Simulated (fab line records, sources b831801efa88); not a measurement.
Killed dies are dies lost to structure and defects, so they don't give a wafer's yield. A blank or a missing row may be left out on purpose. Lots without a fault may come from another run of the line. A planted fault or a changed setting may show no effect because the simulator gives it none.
Which tool did it? | flow gf180mcu | 12 lots, 36 wafers sampled, at 5 steps of a route of 602

WHAT THE GAUGES READ, wafer by wafer
GF_V4_THK_MEAS_01. Usual: V4_CVD_00_THK 604 nm, standard deviation 5.4.
lot  | measured     | on            | V4_CVD_00_THK (nm)      | flag
L228 | day 23 12:55 | film_metro-03 | 596 604 604             |
L231 | day 24 16:32 | film_metro-04 | 601 601 613             |
L232 | day 24 18:44 | film_metro-02 | 606 601 604             |
L233 | day 25 03:27 | film_metro-02 | 601 598 602             |
L234 | day 25 15:58 | film_metro-04 | 607 609 606             |
L236 | day 26 05:02 | film_metro-03 | 604 611 601             |
L238 | day 27 02:28 | film_metro-03 | 516 599 613 515 599 614 | OFF
L239 | day 27 07:58 | film_metro-03 | 607 603 518 608 604 518 | OFF
L240 | day 27 17:11 | film_metro-04 | 607 606 609             |
L248 | day 29 21:48 | film_metro-02 | 596 607 594             |
L250 | day 30 10:01 | film_metro-03 | 603 598 600             |
L251 | day 30 11:15 | film_metro-02 | 608 604 606             |

GF_V4_BOW_MEAS_05. Usual: V4_BOW 135 um, standard deviation 8.2.
lot  | measured     | on            | V4_BOW (um) | flag
L228 | day 23 13:26 | film_metro-02 | 134 137 130 |
L231 | day 24 17:03 | film_metro-02 | 135 129 141 |
L232 | day 24 19:14 | film_metro-02 | 137 143 148 |
L233 | day 25 03:57 | film_metro-04 | 127 127 125 |
L234 | day 25 16:28 | film_metro-03 | 146 136 139 |
L236 | day 26 05:32 | film_metro-04 | 129 129 113 |
L238 | day 27 07:43 | film_metro-03 | 124 144 134 |
L239 | day 27 11:32 | film_metro-02 | 150 133 127 |
L240 | day 27 17:41 | film_metro-02 | 133 139 138 |
L248 | day 29 22:17 | film_metro-03 | 164 147 150 |
L250 | day 30 10:32 | film_metro-02 | 132 141 134 |
L251 | day 30 11:44 | film_metro-03 | 145 136 142 |

GF_V4_OVL_MEAS_15. Usual: V4_OVL 1 nm, standard deviation 6.2.
lot  | measured     | on         | V4_OVL (nm) | flag
L228 | day 24 12:04 | overlay-01 | 0 -5 1      |
L231 | day 25 14:34 | overlay-02 | -2 -3 -10   |
L232 | day 25 17:18 | overlay-01 | 14 15 11    |
L233 | day 26 01:35 | overlay-01 | -3 -10 -1   |
L234 | day 26 13:23 | overlay-02 | 1 4 2       |
L236 | day 27 02:29 | overlay-01 | 2 -1 1      |
L238 | day 27 23:31 | overlay-02 | 13 9 11     |
L239 | day 28 05:17 | overlay-02 | -1 -3 -2    |
L240 | day 28 12:53 | overlay-01 | -13 -9 -8   |
L248 | day 30 16:31 | overlay-01 | 4 4 6       |
L250 | day 31 04:48 | overlay-02 | -1 4 5      |
L251 | day 31 05:49 | overlay-01 | 5 -2 2      |

WHICH TOOL RAN EACH LOT (tool, then ch and the chambers of the sampled wafers, then the start)
lot  | GF_M4_SPUTTER_03             | GF_V4_CVD_00
L228 | pvd_sputter-02, day 22 14:01 | hdpcvd-02 ch 0,1,2, day 23 12:51
L231 | pvd_sputter-01, day 23 17:45 | hdpcvd-01 ch 1,2, day 24 16:28
L232 | pvd_sputter-04, day 23 19:38 | hdpcvd-02 ch 0,2, day 24 18:40
L233 | pvd_sputter-01, day 24 05:32 | hdpcvd-02 ch 0,1,2, day 25 03:22
L234 | pvd_sputter-01, day 24 17:13 | hdpcvd-01 ch 1,2, day 25 15:52
L236 | pvd_sputter-02, day 25 07:40 | hdpcvd-02 ch 0,1,2, day 26 04:58
L238 | pvd_sputter-01, day 26 04:52 | hdpcvd-02 ch 0,1,2, day 27 02:23
L239 | pvd_sputter-02, day 26 10:49 | hdpcvd-02 ch 0,1,2, day 27 07:53
L240 | pvd_sputter-01, day 26 20:28 | hdpcvd-01 ch 0,2, day 27 17:06
L248 | pvd_sputter-04, day 29 01:32 | hdpcvd-02 ch 1,2, day 29 21:43
L250 | pvd_sputter-04, day 29 14:47 | hdpcvd-02 ch 0,1, day 30 09:55
L251 | pvd_sputter-01, day 29 16:16 | hdpcvd-02 ch 0,1,2, day 30 11:10
- GF_M4_SPUTTER_03: material Ti, target thk 10 nm, time 6.7 s.
- GF_V4_CVD_00: deposits SiO2, target thk 600 nm, time 100 s.

WHAT THE TOOLS THEMSELVES READ (means of the sampled wafers that have a number; where no wafer has one, the mark that the record gives instead)
GF_M4_SPUTTER_03. Usual: throttle_valve_pct 30.2 %, standard deviation 1.1.
lot  | tool           | throttle_valve_pct (%) | flag
L228 | pvd_sputter-02 | 29.6                   |
L231 | pvd_sputter-01 | 30.1                   |
L232 | pvd_sputter-04 | 29.5                   |
L233 | pvd_sputter-01 | 30.8                   |
L234 | pvd_sputter-01 | 30.2                   |
L236 | pvd_sputter-02 | 31.9                   |
L238 | pvd_sputter-01 | 30.9                   |
L239 | pvd_sputter-02 | 29.6                   |
L240 | pvd_sputter-01 | 30.9                   |
L248 | pvd_sputter-04 | 29.1                   |
L250 | pvd_sputter-04 | 29.6                   |
L251 | pvd_sputter-01 | 30.2                   |

GF_V4_CVD_00. Usual: sih4_flow_sccm 60.02 sccm, standard deviation 0.19.
lot  | tool      | sih4_flow_sccm (sccm) | flag
L228 | hdpcvd-02 | 60.10                 |
L231 | hdpcvd-01 | 59.94                 |
L232 | hdpcvd-02 | 59.96                 |
L233 | hdpcvd-02 | 60.13                 |
L234 | hdpcvd-01 | 60.05                 |
L236 | hdpcvd-02 | 59.91                 |
L238 | hdpcvd-02 | 57.31                 | OFF
L239 | hdpcvd-02 | 57.04                 | OFF
L240 | hdpcvd-01 | 59.90                 |
L248 | hdpcvd-02 | 60.10                 |
L250 | hdpcvd-02 | 60.07                 |
L251 | hdpcvd-02 | 60.15                 |

THE ANSWER, worked out from the rows above alone
Rule: a lot is off if the mean of its wafers that have a number lies more than 3 standard deviations from the usual mean. A lot without any number at a reading at which 4 lots or more have one is off too. The other lots that the step has rows for count as sound. The gauges are gone through in route order, then the tools' own readings, and for those a lot's mean is taken as printed above. The first step at which some lot is off is used, and at that step the reading that is off furthest; a lot without a number counts as furthest.
Off: L238, L239, at GF_V4_THK_MEAS_01 (V4_CVD_00_THK).
A tool fits if, at a process step before that reading, it ran every lot that is off, and no sound lot after the first of them. The gauges at GF_V4_THK_MEAS_01 aren't tried: what is off there is off at GF_V4_CVD_00 too, on other tools, and a gauge's error can't cause that. None of those tried fits.

WHAT THE SIMULATOR HAD PUT IN
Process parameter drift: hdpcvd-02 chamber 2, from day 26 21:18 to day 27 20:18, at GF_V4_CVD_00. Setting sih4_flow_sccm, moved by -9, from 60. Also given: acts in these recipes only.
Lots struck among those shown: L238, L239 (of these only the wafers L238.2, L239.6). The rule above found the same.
